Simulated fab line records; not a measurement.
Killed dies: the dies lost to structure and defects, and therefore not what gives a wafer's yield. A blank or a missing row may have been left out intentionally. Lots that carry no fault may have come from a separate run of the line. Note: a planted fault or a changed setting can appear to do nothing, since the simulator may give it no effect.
Which of the tools did it?    flow sky130    24 lots, 72 wafers sampled, at 3 steps of a route of 708

## WHAT THE GAUGES SHOWED, per wafer
SKY_SD_P_CD_MEAS_07: target cd 380 nm.
lot   measured      on         cd_nm (nm)
L074  day 25 17:43  cd_sem-02  378.7 378.4 378.6
L075  day 26 11:34  cd_sem-02  382.1 383.3 382.2
L076  day 26 23:28  cd_sem-01  384.5 383.6 385.7
L077  day 27 03:40  cd_sem-01  374.8 375.5 376.5
L078  day 27 04:35  cd_sem-02  378.0 376.9 377.8
L079  day 28 01:14  cd_sem-01  383.0 379.0 381.7
L080  day 28 21:50  cd_sem-02  375.7 374.5 375.5
L082  day 28 23:04  cd_sem-01  375.9 378.0 378.7
L081  day 29 01:36  cd_sem-01  382.0 381.1 383.7
L083  day 29 07:35  cd_sem-01  380.9 381.5 381.3
L084  day 29 16:38  cd_sem-02  385.8 384.4 385.1
L086  day 29 18:02  cd_sem-01  381.0 383.6 382.7
L087  day 29 21:31  cd_sem-01  384.9 383.0 380.9
L085  day 29 21:50  cd_sem-02  382.5 380.3 380.9
L088  day 30 12:04  cd_sem-01  381.4 379.9 381.4
L089  day 30 18:57  cd_sem-02  376.3 379.0 374.5
L090  day 30 22:15  cd_sem-02  378.1 379.2 381.4
L091  day 31 14:20  cd_sem-01  383.0 380.5 380.3
L092  day 31 21:57  cd_sem-01  380.8 379.9 378.1
L094  day 32 02:16  cd_sem-01  376.4 375.9 375.9
L093  day 32 04:46  cd_sem-02  377.9 377.2 375.6
L095  day 32 17:41  cd_sem-02  381.1 380.9 381.9
L096  day 32 19:25  cd_sem-01  379.7 377.3 376.3
L097  day 33 02:16  cd_sem-02  376.4 376.3 375.9

SKY_LI_CONTACT_BOW_MEAS_03.
lot   measured      on             LI_CONTACT_BOW (um)
L074  day 28 04:52  film_metro-04  52 44 70
L075  day 28 22:25  film_metro-04  56 55 54
L076  day 29 11:17  film_metro-01  51 64 57
L077  day 29 14:10  film_metro-04  63 59 53
L078  day 29 14:34  film_metro-04  63 60 60
L079  day 30 11:44  film_metro-03  47 50 42
L080  day 31 06:11  film_metro-03  56 55 58
L082  day 31 07:55  film_metro-04  55 63 52
L081  day 31 11:26  film_metro-03  51 52 59
L083  day 31 17:14  film_metro-01  53 57 47
L084  day 32 05:19  film_metro-01  54 35 46
L086  day 32 06:31  film_metro-03  52 45 57
L087  day 32 07:41  film_metro-04  57 57 51
L085  day 32 08:01  film_metro-03  60 46 47
L088  day 32 20:11  film_metro-01  49 59 59
L089  day 33 03:15  film_metro-03  64 52 56
L090  day 33 06:47  film_metro-03  72 66 66
L091  day 33 22:23  film_metro-04  41 59 47
L092  day 34 06:15  film_metro-04  66 50 68
L094  day 34 09:39  film_metro-01  50 50 51
L093  day 34 11:49  film_metro-04  49 59 62
L095  day 35 00:34  film_metro-04  62 62 56
L096  day 35 01:27  film_metro-01  55 57 43
L097  day 35 09:59  film_metro-01  49 55 44

## EACH LOT AND THE TOOL THAT RAN IT (in order: tool; ch and the chambers of the sampled wafers; start)
lot   SKY_LI_CONTACT_CMP_02
L074  cmp-01 ch 1,2,3, day 28 04:40
L075  cmp-02 ch 0,1, day 28 22:07
L076  cmp-01 ch 0,1, day 29 10:59
L077  cmp-01 ch 0,1,3, day 29 13:54
L078  cmp-01 ch 0,3, day 29 14:14
L079  cmp-01 ch 0,1,3, day 30 11:28
L080  cmp-01 ch 0,2,3, day 31 05:58
L082  cmp-01 ch 0,2,3, day 31 07:43
L081  cmp-01 ch 0,1, day 31 11:06
L083  cmp-01 ch 0,1,2, day 31 16:58
L084  cmp-01 ch 0,1,3, day 32 04:59
L086  cmp-01 ch 0,1,2, day 32 06:11
L087  cmp-01 ch 0,2,3, day 32 07:23
L085  cmp-01 ch 1,2,3, day 32 07:41
L088  cmp-02 ch 0,2, day 32 19:53
L089  cmp-02 ch 0,1,3, day 33 03:01
L090  cmp-01 ch 0,1,3, day 33 06:32
L091  cmp-02 ch 0,2,3, day 33 22:04
L092  cmp-01 ch 1,2,3, day 34 06:01
L094  cmp-02 ch 0,1,2, day 34 09:21
L093  cmp-01 ch 0,2,3, day 34 11:34
L095  cmp-01 ch 0,1, day 35 00:15
L096  cmp-01 ch 0,1,2, day 35 01:12
L097  cmp-01 ch 0,3, day 35 09:38
- SKY_LI_CONTACT_CMP_02: polishes PSG.

## WHAT THE TOOLS THEMSELVES READ (means of the sampled wafers that have a number; where no wafer has one, the mark that the record gives instead)
SKY_LI_CONTACT_CMP_02.
lot   tool    head_pressure_psi (psi)  motor_current_A (A)  retaining_ring_pressure_frac  time_to_endpoint_s (s)
L074  cmp-01  4.000                    12.2                 0.999                         37
L075  cmp-02  3.997                    11.6                 1.004                         36
L076  cmp-01  3.997                    12.5                 1.002                         34
L077  cmp-01  4.000                    13.1                 0.999                         31
L078  cmp-01  3.999                    12.8                 0.998                         40
L079  cmp-01  4.002                    12.4                 0.995                         34
L080  cmp-01  3.993                    12.0                 1.000                         38
L082  cmp-01  4.000                    11.7                 1.001                         35
L081  cmp-01  4.000                    12.0                 1.002                         30
L083  cmp-01  4.005                    11.7                 0.997                         33
L084  cmp-01  3.996                    12.4                 1.002                         37
L086  cmp-01  4.001                    11.4                 0.997                         36
L087  cmp-01  4.004                    12.0                 1.001                         37
L085  cmp-01  4.010                    12.4                 1.000                         34
L088  cmp-02  4.005                    11.8                 1.003                         29
L089  cmp-02  4.004                    11.6                 1.003                         34
L090  cmp-01  3.993                    12.5                 0.999                         35
L091  cmp-02  4.003                    11.4                 1.002                         30
L092  cmp-01  3.999                    12.5                 1.000                         35
L094  cmp-02  4.009                    11.8                 1.002                         32
L093  cmp-01  4.010                    11.9                 0.999                         37
L095  cmp-01  3.998                    12.1                 1.002                         34
L096  cmp-01  3.997                    11.7                 0.999                         36
L097  cmp-01  4.003                    12.2                 0.999                         38

## THE ANSWER, worked out from the rows above alone
Rule: the usual values come from the lots themselves. Put in order of their means at a reading, lots are off if they are a third of the lots or fewer, leave a main group of 4 or more, and stand apart from it by a gap of 3 or more times the standard deviation of the main group's means; of several such gaps the widest counts. Not used: any main group whose means are identical at the precision the tables above print for the reading. A lot without any number at a reading at which 4 lots or more have one is off too. All remaining lots with rows at the step are treated as sound. The gauges are gone through in route order, then the tools' own readings, and for those a lot's mean is taken as printed above. At the first step where some lot is off, the reading lying furthest off is the one used; lots without a number count as furthest.
No lot is off on any of the readings shown, so nothing can be concluded from this.

## WHAT THE SIMULATOR PUT IN
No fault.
